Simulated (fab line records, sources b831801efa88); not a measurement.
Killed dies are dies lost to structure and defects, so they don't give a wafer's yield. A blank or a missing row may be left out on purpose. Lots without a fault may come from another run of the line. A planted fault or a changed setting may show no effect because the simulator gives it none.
fab line records | flow sky130
record lots=11 wafers=33 last_day=50
route steps=708 shown CAPM@539 METAL3@568 VIA3@575 PAD_OPEN@708
lots that met no fault: from a run of the same line without faults
start_h: hours from the record's first day to the start of the lot's first wafer shown | wait_h: hours since the lot's step before | " the same as in the row above | L1.1+2: a row that stands for several wafers | - no value, or no start given | * or withheld: withheld | < > ~ a bound
route shown NAME@n: a module of which the file shows steps, and the number in the route of the first | usual: mean/standard deviation of fault-free wafers | same: alike in all rows | chamber/n: place in a boat | sites: the reading at each site | _std_site: their standard deviation | _edge_site: outer sites' mean less inner sites' | radius_mm: how far each site lies from the wafer's centre | mask NAME#n: copy n | behind: the tool/chamber that last shaped the wafer | hold: why the lot was held/for how many hours/how that ended | device: the transistor (n, p or np) that didn't switch | end of line: the same wafers' tests at the end of the route | a step without rows: its recipe alone | killed: dies lost to structure and defects at the first sort, not the wafer's yield | map: a wafer's dies, x killed, . not, _ none there
set.NAME: the setting as run; set.NAME@STEP: as run at that earlier step | model.NAME: the simulator's own value behind a step, which no gauge read
steps of the route over a sample of lots; a table a step, a row a wafer
services: from which hour (start_h, from the record's first day; less than 0 if before it) a tool's chamber was out of use, for how many hours, and why
## steps
# step SKY_CAPM_SPUTTER_02
# recipe material=TiN target_thk_nm=200 temp_c=300 power_w=6500 time_s=164.1 chamber_pressure_pa=0.4
# usual throttle_valve_pct=30.4/1.1
# columns lot.wafer tool chamber start_h wait_h throttle_valve_pct
L210.2 pvd_sputter-04 - 852.10 0.0 30.2
L210.3 " - " " 31.6
L210.6 " - " " 30.0
L211.3 pvd_sputter-04 - 871.07 0.0 30.2
L211.4 " - " " 30.5
L211.6 " - " " 30.1
L212.1 pvd_sputter-04 - 873.79 0.1 30.0
L212.4 " - " " 30.3
L212.5 " - " " 30.1
L214.1 pvd_sputter-01 - 896.64 0.1 28.5
L214.4 " - " " 32.1
L214.5 " - " " 32.4
L215.1 pvd_sputter-01 - 927.70 0.1 28.8
L215.4 " - " " 31.9
L215.5 " - " " 28.9
L224.2 pvd_sputter-04 - 955.25 0.0 30.2
L224.3 " - " " 31.8
L224.6 " - " " 31.7
L225.1 pvd_sputter-04 - 971.55 0.1 30.4
L225.2 " - " " 30.3
L225.4 " - " " 31.4
L227.2 pvd_sputter-04 - 981.99 0.0 30.2
L227.3 " - " " 30.0
L227.5 " - " " 30.2
L228.1 pvd_sputter-04 - 991.61 0.1 30.3
L228.2 " - " " 30.2
L228.6 " - " " 31.7
L229.2 pvd_sputter-04 - 993.46 0.0 31.6
L229.3 " - " " 30.3
L229.6 " - " " 29.9
L231.2 pvd_sputter-04 - 1007.60 0.0 29.8
L231.3 " - " " 30.1
L231.4 " - " " 30.2
# step SKY_CAPM_METAL_ETCH_13
# recipe target_depth_nm=220 stop_on=SiO2 chemistry=Cl2/BCl3 target=TiN pressure_mtorr=10 icp_w=900 bias_w=48.5 Cl2_flow_sccm=60 bcl3_flow_sccm=30 time_s=62.9
# usual drypump_motor_current_A=5.7/0.64 oes_product_au=0.932/0.0094 throttle_valve_pct=21.908/0.011
# columns lot.wafer tool chamber start_h wait_h drypump_motor_current_A oes_product_au rf_hours_counter_h throttle_valve_pct
L210.2 rie_metal-01 0 878.32 0.0 6.3 0.935 7 21.911
L210.3 " 1 " " 5.1 0.940 - 21.913
L210.6 " 1 " " 5.1 0.929 - 21.894
L211.3 rie_metal-01 0 897.09 0.0 6.3 0.928 - 21.908
L211.4 " 1 " " 5.2 0.921 - 21.920
L211.6 " 0 " " 6.3 0.934 - 21.919
L212.1 rie_metal-01 1 899.22 0.0 5.2 0.938 17 21.894
L212.4 " 1 " " 5.2 0.935 - 21.919
L212.5 " 0 " " 6.3 0.932 - 21.903
L214.1 rie_metal-04 1 921.37 0.0 5.9 0.935 2 21.911
L214.4 " 1 " " 5.9 0.930 - 21.895
L214.5 " 1 " " 5.8 0.933 - 21.907
L215.1 rie_metal-02 0 951.42 0.0 6.5 0.934 5 21.888
L215.4 " 1 " " 5.3 0.936 - 21.892
L215.5 " 0 " " 6.6 0.927 - 21.906
L224.2 rie_metal-04 1 979.87 0.0 5.9 0.921 5 21.914
L224.3 " 1 " " 5.9 0.942 - 21.917
L224.6 " 1 " " 5.9 0.934 - 21.906
L225.1 rie_metal-01 0 994.72 0.0 6.3 0.918 15 21.926
L225.2 " 1 " " 5.2 0.915 2 21.915
L225.4 " 0 " " 6.3 0.934 - 21.904
L227.2 rie_metal-01 1 1005.27 0.0 5.2 0.931 3 21.923
L227.3 " 0 " " 6.3 0.937 - 21.911
L227.5 " 0 " " 6.3 0.927 - 21.910
L228.1 rie_metal-02 0 1014.27 0.0 6.6 0.928 9 21.912
L228.2 " 1 " " 5.3 0.931 18 21.894
L228.6 " 1 " " 5.3 0.936 - 21.896
L229.2 rie_metal-04 1 1016.47 0.0 5.8 0.952 6 21.898
L229.3 " 0 " " 4.7 0.924 - 21.907
L229.6 " 1 " " 5.9 0.936 - 21.889
L231.2 rie_metal-01 0 1030.47 0.0 6.2 0.923 17 21.914
L231.3 " 1 " " 5.2 0.928 - 21.913
L231.4 " 0 " " 6.3 0.921 - 21.894
# step SKY_METAL3_METAL_ETCH_18
# recipe target_depth_a=8450 stop_on=SiO2 over_etch_frac=0.3 time_s=183.1 chemistry=Cl2/BCl3 resist_sidewall_deg=88 pressure_mtorr=10 icp_w=900 bias_w=48.5 Cl2_flow_sccm=60 bcl3_flow_sccm=30
# usual drypump_motor_current_A=5.7/0.59 oes_product_au=0.865/0.0072 throttle_valve_pct=22.265/0.009
# columns lot.wafer tool chamber start_h wait_h drypump_motor_current_A oes_product_au rf_hours_counter_h throttle_valve_pct
L210.2 rie_metal-04 1 904.74 0.0 5.9 0.861 2 22.263
L210.3 " 0 " " 4.7 0.862 - 22.269
L210.6 " 1 " " 5.9 0.859 - 22.267
L211.3 rie_metal-02 1 923.12 0.1 5.3 0.872 - 22.269
L211.4 " 0 " " 6.6 0.885 - 22.269
L211.6 " 1 " " 5.3 0.876 - 22.260
L212.1 rie_metal-02 0 924.74 0.0 6.6 0.862 4 22.275
L212.4 " 0 " " 6.6 0.864 - 22.287
L212.5 " 0 " " 6.6 0.875 - 22.268
L214.1 rie_metal-02 0 946.19 0.0 6.5 0.868 5 22.260
L214.4 " 1 " " 5.3 0.859 - 22.255
L214.5 " 0 " " 6.5 0.863 - 22.242
L215.1 rie_metal-02 0 976.79 0.0 6.6 0.865 7 22.266
L215.4 " 1 " " 5.2 0.861 - 22.275
L215.5 " 1 " " 5.3 0.859 - 22.280
L224.2 rie_metal-03 1 1004.39 0.0 5.9 0.848 13 22.257
L224.3 " 0 " " 5.6 0.850 - 22.271
L224.6 " 0 " " 5.6 0.860 - 22.272
L225.1 rie_metal-03 1 1018.74 0.0 6.0 0.868 14 22.279
L225.2 " 0 " " 5.6 0.858 13 22.270
L225.4 " 1 " " 6.0 0.866 - 22.272
L227.2 rie_metal-02 1 1029.09 0.0 5.3 0.862 19 22.272
L227.3 " 0 " " 6.6 0.879 - 22.273
L227.5 " 1 " " 5.3 0.871 - 22.257
L228.1 rie_metal-04 0 1037.64 0.0 4.7 0.863 20 22.248
L228.2 " 1 " " 5.9 0.875 8 22.268
L228.6 " 0 " " 4.7 0.871 - 22.278
L229.2 rie_metal-02 1 1039.69 0.0 5.3 0.868 19 22.262
L229.3 " 1 " " 5.3 0.867 - 22.272
L229.6 " 1 " " 5.3 0.867 - 22.261
L231.2 rie_metal-02 1 1053.79 0.0 5.3 0.851 21 22.266
L231.3 " 0 " " 6.6 0.856 - 22.268
L231.4 " 1 " " 5.3 0.861 - 22.275
# step SKY_METAL3_STRIP_19
# recipe chemistry=O2/N2 power_w=1400 pressure_mtorr=1500 platen_temp_c=withheld o2_flow_sccm=3000 n2_flow_sccm=300 overash_fraction=0.5
# usual drypump_motor_current_A=5.6/0.71 oes_product_au=0.501/0.0077 strip_time_to_endpoint_s=6.52/0.14
# columns lot.wafer tool chamber start_h wait_h drypump_motor_current_A oes_product_au rf_hours_counter_h strip_time_to_endpoint_s
L210.2 plasma_asher-02 1 904.92 0.1 5.9 0.498 109 6.52
L210.3 " 0 " " 5.1 0.504 - 6.58
L210.6 " 1 " " 5.9 0.497 - 6.44
L211.3 plasma_asher-02 0 923.27 0.1 5.1 0.502 - 6.73
L211.4 " 1 " " 5.9 0.496 - 6.44
L211.6 " 1 " " 5.9 0.515 - 6.66
L212.1 plasma_asher-02 0 924.92 0.1 5.1 0.497 111 6.49
L212.4 " 0 " " 5.1 0.493 - 6.43
L212.5 " 0 " " 5.1 0.496 - 6.40
L214.1 plasma_asher-02 1 946.37 0.1 5.9 0.387 113 3.80
L214.4 " 0 " " 5.1 0.506 - 6.63
L214.5 " 0 " " 5.1 0.383 - 3.77
L215.1 plasma_asher-01 1 976.97 0.1 6.2 0.388 84 3.92
L215.4 " 0 " " 5.2 0.502 - 6.68
L215.5 " 0 " " 5.2 0.513 - 6.70
L224.2 plasma_asher-02 0 1004.56 0.1 5.1 0.511 119 6.53
L224.3 " 0 " " 5.1 0.486 - 6.19
L224.6 " 1 " " 5.9 0.496 - 6.26
L225.1 plasma_asher-04 1 1018.91 0.1 4.7 0.508 24 6.66
L225.2 " 0 " " 6.7 0.494 24 6.24
L225.4 " 0 " " 6.7 0.511 - 6.63
L227.2 plasma_asher-01 0 1029.26 0.1 5.2 0.508 89 6.58
L227.3 " 1 " " 6.2 0.502 - 6.52
L227.5 " 0 " " 5.2 0.510 - 6.65
L228.1 plasma_asher-04 1 1037.82 0.1 4.7 0.499 26 6.44
L228.2 " 0 " " 6.7 0.500 26 6.39
L228.6 " 0 " " 6.7 0.496 - 6.50
L229.2 plasma_asher-01 0 1039.87 0.1 5.2 0.508 90 6.60
L229.3 " 1 " " 6.2 0.509 - 6.61
L229.6 " 0 " " 5.2 0.506 - 6.55
L231.2 plasma_asher-04 1 1053.97 0.1 4.7 0.511 28 6.71
L231.3 " 0 " " 6.7 0.502 - 6.55
L231.4 " 1 " " 4.7 0.507 - 6.69
# step SKY_VIA3_CMP_02
# recipe material=SiO2 down_force_psi=4 platen_rpm=60 pad_velocity_m_s=0.94248
# usual motor_current_A=11.9/1.1
# columns lot.wafer tool chamber start_h wait_h motor_current_A
L210.2 cmp-01 3 905.82 0.0 12.7
L210.3 " 2 " " 12.5
L210.6 " 0 " " 12.0
L211.4 cmp-01 0 924.06 0.0 12.0
L211.3 " 3 " " 12.4
L211.6 " 1 " " 11.1
L212.4 cmp-02 2 925.82 0.0 12.8
L212.1 " 1 " " 9.8
L212.5 " 3 " " 11.2
L214.1 cmp-01 0 947.23 0.1 12.8
L214.4 " 1 " " 11.5
L214.5 " 0 " " 12.5
L215.1 cmp-01 1 978.08 0.2 10.6
L215.4 " 3 " " 13.0
L215.5 " 0 " " 11.9
L224.2 cmp-02 1 1005.57 0.1 9.6
L224.3 " 2 " " 12.5
L224.6 " 3 " " 10.7
L225.2 cmp-01 1 1019.75 0.0 10.7
L225.1 " 2 " " 12.8
L225.4 " 3 " " 12.7
L227.3 cmp-02 3 1030.08 0.0 11.9
L227.2 " 0 " " 12.0
L227.5 " 3 " " 11.2
L228.2 cmp-01 3 1038.69 0.1 12.8
L228.1 " 0 " " 12.7
L228.6 " 3 " " 12.9
L229.2 cmp-01 1 1040.69 0.0 10.8
L229.3 " 2 " " 13.0
L229.6 " 2 " " 13.1
L231.4 cmp-01 1 1054.84 0.1 10.6
L231.2 " 2 " " 13.1
L231.3 " 3 " " 12.7
# step SKY_PAD_OPEN_PROBE_99
# usual defect_limited_yield=82.5/1.8 killed_at_M0_to_M3=44/6.6 killed_at_M4_up=2.9/1.8 killed_at_contacts=24/4.8 killed_at_front_end=15/4.5 killed_at_other=0.3/0.64 killed_dies=86/8.7 killed_on_rim=17/3.8 killed_open=47/6.5 killed_short=39/5.8 sort_bin_3_pad_short=0.9/0.4 sort_bin_5_function=10.3/1.4 sort_bin_6_memory=6.2/1.1 sort_n_pass=406/8.7 sort_yield_pct=82.5/1.8
# same gross_dies=492 killed_at_back_side=0 sort_bin_4_leakage[%]=0 sort_bin_8_speed[%]=0
# columns lot.wafer tool chamber start_h wait_h defect_limited_yield[%] killed_at_M0_to_M3 killed_at_M4_up killed_at_contacts killed_at_front_end killed_at_other killed_dies killed_on_rim killed_open killed_short sort_bin_3_pad_short[%] sort_bin_5_function[%] sort_bin_6_memory[%] sort_n_pass sort_yield_pct[%]
L214.1 prober-01 - 1110.50 0.1 79.9 54 3 29 12 1 99 24 49 48 0.8 13.6 5.7 393 79.9
L214.4 prober-01 - 1110.65 0.2 80.9 47 2 19 24 2 94 21 43 49 1.0 11.8 6.3 398 80.9
L214.5 prober-01 - 1110.70 0.2 83.7 42 6 21 11 0 80 11 47 32 0.8 10.0 5.5 412 83.7
L215.1 prober-01 - 1137.72 0.1 80.7 35 2 38 20 0 95 16 51 43 0.2 12.4 6.7 397 80.7
L215.4 prober-01 - 1137.87 0.2 81.7 47 1 24 16 2 90 21 47 41 1.4 10.6 6.3 402 81.7
L215.5 prober-01 - 1137.92 0.2 82.1 46 6 19 17 0 88 19 52 36 1.6 11.0 5.3 404 82.1
L224.2 prober-01 - 1159.95 0.1 83.7 29 4 25 22 0 80 21 44 36 0.4 8.5 7.3 412 83.7
L224.3 prober-01 - 1160.00 0.2 83.9 44 0 28 7 0 79 14 46 33 0.8 9.6 5.7 413 83.9
L224.6 prober-01 - 1160.15 0.2 85.0 45 1 15 13 0 74 10 39 35 0.6 9.3 5.1 418 85.0
L225.1 prober-02 - 1168.54 0.1 79.9 55 6 24 14 0 99 19 57 41 1.0 10.8 8.3 393 79.9
L225.2 prober-02 - 1168.59 0.1 84.1 37 5 24 12 0 78 13 39 38 0.6 10.0 5.3 414 84.1
L225.4 prober-02 - 1168.69 0.2 83.1 42 4 22 15 0 83 19 38 43 1.2 7.9 7.7 409 83.1
L228.1 prober-01 - 1181.80 0.1 79.5 52 3 30 15 1 101 17 60 40 0.6 11.6 8.3 391 79.5
L228.2 prober-01 - 1181.85 0.1 84.6 37 0 25 14 0 76 13 36 39 1.2 8.9 5.3 416 84.6
L228.6 prober-01 - 1182.05 0.2 83.1 39 4 24 16 0 83 21 44 38 0.8 9.8 6.3 409 83.1
L231.2 prober-02 - 1195.66 0.1 83.3 38 4 26 14 0 82 15 48 34 0.6 11.2 4.9 410 83.3
L231.3 prober-02 - 1195.71 0.2 79.9 49 2 38 10 0 99 23 58 41 0.4 13.4 6.3 393 79.9
L231.4 prober-02 - 1195.76 0.2 82.9 42 4 24 13 1 84 19 48 36 1.2 10.4 5.5 408 82.9
# killed by level:class
L214.1 CONTACT:geometric_particle:open=13 METAL1:geometric_particle:short=9 METAL2:geometric_particle:short=9 VIA2:geometric_particle:open=7 LI_CONTACT:geometric_particle:open=6 VIA3:geometric_particle:open=5 VIA1:geometric_particle:open=5 VIA2:geometric_particle:short=5
L214.4 METAL2:geometric_particle:short=9 VIA2:geometric_particle:open=9 METAL1:geometric_particle:short=7 VIA1:geometric_particle:short=6 LI_CONTACT:geometric_particle:open=6 VIA3:geometric_particle:open=6 SPACER:geometric_particle:short=5 CONTACT:geometric_particle:open=5
L214.5 VIA1:geometric_particle:open=12 CONTACT:geometric_particle:open=11 LI_CONTACT:geometric_particle:open=7 VIA3:geometric_particle:open=6 METAL2:geometric_particle:short=6 METAL1:geometric_particle:short=5 VIA1:geometric_particle:short=5 POLY_GATE:geometric_particle:short=4
L215.1 CONTACT:geometric_particle:open=10 CONTACT:geometric_particle:short=10 FIELD_ISO:geometric_particle:open=8 LI_CONTACT:geometric_particle:open=8 VIA1:geometric_particle:open=7 FIELD_ISO:geometric_particle:short=6 LOCAL_INTERCONNECT:geometric_particle:short=6 METAL1:geometric_particle:short=6
L215.4 VIA1:geometric_particle:open=9 VIA3:geometric_particle:open=8 VIA2:geometric_particle:open=8 LI_CONTACT:geometric_particle:open=7 CONTACT:geometric_particle:open=7 VIA1:geometric_particle:short=7 FIELD_ISO:geometric_particle:open=6 VIA3:geometric_particle:short=6
L215.5 VIA1:geometric_particle:open=8 VIA2:geometric_particle:open=8 VIA3:geometric_particle:open=8 POLY_GATE:geometric_particle:open=6 FIELD_ISO:geometric_particle:open=5 POLY_GATE:geometric_particle:short=5 CONTACT:geometric_particle:open=5 METAL1:geometric_particle:short=5
L224.2 CONTACT:geometric_particle:open=12 METAL1:geometric_particle:short=9 VIA2:geometric_particle:open=7 FIELD_ISO:geometric_particle:open=6 VIA1:geometric_particle:open=6 FIELD_ISO:geometric_particle:short=4 LOCAL_INTERCONNECT:geometric_particle:short=4 POLY_GATE:geometric_particle:short=3
L224.3 METAL1:geometric_particle:short=9 LI_CONTACT:geometric_particle:open=8 CONTACT:geometric_particle:open=8 VIA1:geometric_particle:open=8 VIA3:geometric_particle:open=7 VIA1:geometric_particle:short=5 LI_CONTACT:geometric_particle:short=4 LOCAL_INTERCONNECT:geometric_particle:open=4
L224.6 VIA1:geometric_particle:open=13 CONTACT:geometric_particle:open=8 METAL2:geometric_particle:short=8 METAL1:geometric_particle:short=7 FIELD_ISO:geometric_particle:open=6 VIA2:geometric_particle:open=6 VIA1:geometric_particle:short=4 POLY_GATE:geometric_particle:short=3
L225.1 VIA1:geometric_particle:open=15 VIA3:geometric_particle:open=11 CONTACT:geometric_particle:open=10 LI_CONTACT:geometric_particle:open=8 VIA1:geometric_particle:short=6 FIELD_ISO:geometric_particle:short=5 VIA2:geometric_particle:open=5 VIA3:geometric_particle:short=5
L225.2 LI_CONTACT:geometric_particle:open=7 VIA1:geometric_particle:open=7 VIA3:geometric_particle:open=7 CONTACT:geometric_particle:short=6 CONTACT:geometric_particle:open=6 METAL2:geometric_particle:short=5 FIELD_ISO:geometric_particle:open=4 LOCAL_INTERCONNECT:geometric_particle:short=4
L225.4 VIA1:geometric_particle:open=9 FIELD_ISO:geometric_particle:short=7 VIA1:geometric_particle:short=7 VIA2:geometric_particle:open=6 LI_CONTACT:geometric_particle:open=6 VIA3:geometric_particle:open=6 CONTACT:geometric_particle:open=5 METAL1:geometric_particle:short=5
L228.1 VIA1:geometric_particle:open=11 LI_CONTACT:geometric_particle:open=10 VIA3:geometric_particle:open=10 CONTACT:geometric_particle:open=9 METAL1:geometric_particle:short=7 VIA1:geometric_particle:short=5 VIA2:geometric_particle:open=4 LI_CONTACT:geometric_particle:short=4
L228.2 VIA2:geometric_particle:open=11 METAL2:geometric_particle:short=7 VIA1:geometric_particle:open=7 LI_CONTACT:geometric_particle:open=6 LOCAL_INTERCONNECT:geometric_particle:short=5 CONTACT:geometric_particle:open=5 CONTACT:geometric_particle:short=5 FIELD_ISO:geometric_particle:short=4
L228.6 VIA2:geometric_particle:open=10 LI_CONTACT:geometric_particle:open=8 CONTACT:geometric_particle:open=8 FIELD_ISO:geometric_particle:short=5 VIA1:geometric_particle:short=5 METAL1:geometric_particle:short=5 FIELD_ISO:geometric_particle:open=4 LI_CONTACT:geometric_particle:short=4
L231.2 VIA1:geometric_particle:open=10 CONTACT:geometric_particle:open=9 LI_CONTACT:geometric_particle:short=6 METAL1:geometric_particle:short=6 LI_CONTACT:geometric_particle:open=5 CONTACT:geometric_particle:short=4 VIA3:geometric_particle:open=4 METAL4:geometric_particle:short=4
L231.3 VIA1:geometric_particle:open=13 CONTACT:geometric_particle:open=12 LI_CONTACT:geometric_particle:open=10 VIA2:geometric_particle:open=9 METAL1:geometric_particle:short=7 CONTACT:geometric_particle:short=6 LOCAL_INTERCONNECT:geometric_particle:short=5 VIA1:geometric_particle:short=5
L231.4 LI_CONTACT:geometric_particle:open=12 VIA1:geometric_particle:open=12 VIA2:geometric_particle:open=8 METAL1:geometric_particle:short=5 METAL2:geometric_particle:short=5 POLY_GATE:geometric_particle:short=4 VIA3:geometric_particle:open=4 CONTACT:geometric_particle:open=4
## services
# columns tool chamber start_h hours kind
plasma_asher-04 - 828.36 8.5 repair
rie_metal-04 - 828.47 1.1 repair
rie_metal-04 0 833.46 16.5 repair
rie_metal-03 - 833.72 0.3 repair
cmp-01 - 849.10 1.8 repair
rie_metal-03 1 856.02 15.8 repair
cmp-01 - 857.33 1.6 repair
plasma_asher-04 - 861.87 2.8 pm
plasma_asher-02 - 862.45 2.8 pm
cmp-01 - 871.04 6.6 repair
cmp-01 - 877.62 3.4 pm
cmp-02 - 878.64 1.2 repair
cmp-02 - 905.90 2.2 repair
pvd_sputter-01 - 910.54 0.6 repair
cmp-01 - 912.00 4.0 pm
cmp-02 - 918.62 0.7 repair
rie_metal-01 1 946.88 9.2 repair
cmp-02 - 967.95 1.4 repair
rie_metal-01 1 970.98 21.7 repair
cmp-01 - 976.38 0.4 repair
cmp-02 - 989.26 4.9 repair
cmp-01 - 990.66 0.4 repair
rie_metal-03 - 1026.89 2.8 pm
pvd_sputter-04 1 1044.05 - consumable_replace:kit
## key
first_sign step=SKY_METAL3_STRIP_19 reading=strip_time_to_endpoint_s direction=down sigmas=19 usual=* struck=*
effect step=SKY_METAL3_STRIP_19 reading=oes_product_au direction=down sigmas=15 usual=0.501 struck=0.386
met_at SKY_METAL3_METAL_ETCH_18
struck_lots L214,L215
struck_wafers L214.1,L214.5,L215.1
not_acting_at SKY_CAPM_SPUTTER_02,SKY_CAPM_METAL_ETCH_13,SKY_VIA3_CMP_02
onset_between 924.74 946.19
fault kind=process_parameter_drift tool=rie_metal-02 chamber=0 onset_h=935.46 steps=SKY_METAL3_METAL_ETCH_18 channel=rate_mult offset=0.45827 shape=step end_h=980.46
